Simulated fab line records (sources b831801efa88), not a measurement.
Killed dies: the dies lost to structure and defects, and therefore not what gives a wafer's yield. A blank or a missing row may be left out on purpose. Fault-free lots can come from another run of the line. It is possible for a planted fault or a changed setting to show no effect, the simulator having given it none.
Chamber matching ; flow sfq_line ; SFQ_TRILAYER_A5B_CMP_CMP_130 on cmp-02 has 4 sister chambers
The step polishes, stops on Nb, target thk 340.7 nm. 8 wafers are shown with their chamber, then 7 later ones without.

WAFERS, EACH WITH ITS CHAMBER
wafer;chamber;motor_current_A (A);head_pressure_psi (psi)
L609.6;1;10.1;2.998
L614.4;2;9.1;3.008
L616.4;2;9.4;2.999
L616.5;3;9.8;2.984
L620.1;1;10.2;3.000
L620.3;3;9.3;3.001
L625.3;0;9.7;2.988
L625.5;0;9.2;3.004

WAFERS WHOSE CHAMBER IS MISSING
wafer;motor_current_A (A);head_pressure_psi (psi)
L625.6;10.5;3.007
L628.2;9.8;3.001
L628.4;9.8;3.008
L628.5;10.1;3.001
L630.2;9.4;3.003
L630.4;9.4;2.991
L630.6;9.8;3.004

CHAMBER TAKEN BY EACH
wafer;from the rows above;in truth
L625.6;1;1
L628.2;can't be placed: 1 or 3 or 0 or 2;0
L628.4;can't be placed: 1 or 0 or 3 or 2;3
L628.5;can't be placed: 1 or 3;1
L630.2;can't be placed: 2 or 0 or 3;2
L630.4;can't be placed: 3 or 0 or 2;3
L630.6;can't be placed: 1 or 0 or 3 or 2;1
Correctly placed: 1 of 7. Can't be placed from these rows: 6 (the true chamber is among the candidates in 6). Wrongly placed: 0.
How it was worked out, from the rows above alone: a wafer's distance from a chamber is the root of the sum, over the readings, of the square of ((its reading less the chamber's mean) divided by the reading's scatter). If the next closest chamber is less than 2 further off than the closest, the wafer can't be placed; otherwise it belongs to the closest. The mean given for a chamber averages the wafers shown for that chamber. The scatter: the root of (the sum of the squares of (reading less its chamber's mean) over the shown wafers, divided by (wafers less chambers)).
